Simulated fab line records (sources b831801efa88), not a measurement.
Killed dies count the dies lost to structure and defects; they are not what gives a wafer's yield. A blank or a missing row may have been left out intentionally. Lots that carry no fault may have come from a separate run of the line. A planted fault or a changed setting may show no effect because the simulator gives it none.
The tool behind it: which one? + flow sky130 + 12 lots (36 wafers sampled), 1 step of a 708-step route

WHAT THE GAUGES SHOWED, per wafer
SKY_LOCAL_INTERCONNECT_RS_MEAS_01: the measuring method here is four-point-probe.
| lot  | measured     | on           | LOCAL_INTERCONNECT_TIN_RS (ohm/sq) |
|------|--------------|--------------|------------------------------------|
| L393 | day 30 03:50 | filmMetro-04 | 14.10 14.12 13.95                  |
| L394 | day 30 14:11 | filmMetro-04 | 14.12 13.96 14.08                  |
| L396 | day 31 11:11 | filmMetro-04 | 14.29 14.23 14.32                  |
| L397 | day 31 16:40 | filmMetro-04 | 14.51 14.52 14.35                  |
| L399 | day 32 15:41 | filmMetro-03 | 14.23 14.40 14.21                  |
| L400 | day 33 03:32 | filmMetro-04 | 14.17 14.28 14.16                  |
| L401 | day 33 13:44 | filmMetro-04 | 14.10 14.25 14.18                  |
| L402 | day 33 17:31 | filmMetro-03 | 14.48 14.25 14.38                  |
| L407 | day 35 07:58 | filmMetro-04 | 14.35 14.37 14.32                  |
| L408 | day 35 09:44 | filmMetro-04 | 13.82 13.91 13.97                  |
| L410 | day 35 16:52 | filmMetro-03 | 14.17 14.30 14.35                  |
| L413 | day 36 21:24 | filmMetro-01 | 14.23 14.25 14.21                  |

TOOL THAT RAN EACH LOT (tool first, then ch and the chambers of the sampled wafers, then the start)
Before these readings, the record contains no process step.

WHAT THE TOOLS THEMSELVES READ (means of the sampled wafers that have a number; where no wafer has one, the mark that the record gives instead)
The record holds no such reading with a usual standard deviation.

THE ANSWER, worked out from the rows above alone
Rule: what is usual is taken from the lots themselves. Put in order of their means at a reading, lots are off if they are a third of the lots or fewer, leave a main group of 4 or more, and stand apart from it by a gap of 3 or more times the standard deviation of the main group's means; of several such gaps the widest counts. The tables above print the reading to a certain number of digits; a main group whose means all agree to those digits is not used. A lot without any number at a reading at which 4 lots or more have one is off too. All remaining lots with rows at the step are treated as sound. Order of review: gauges by route order, followed by the tools' own readings, for which a lot's mean as printed above is used. The first step at which some lot is off is used, and at that step the reading that is off furthest; a lot without a number counts as furthest.
Across all readings shown, no lot is off: no conclusion can be drawn from this.

WHAT WAS PUT IN BY THE SIMULATOR
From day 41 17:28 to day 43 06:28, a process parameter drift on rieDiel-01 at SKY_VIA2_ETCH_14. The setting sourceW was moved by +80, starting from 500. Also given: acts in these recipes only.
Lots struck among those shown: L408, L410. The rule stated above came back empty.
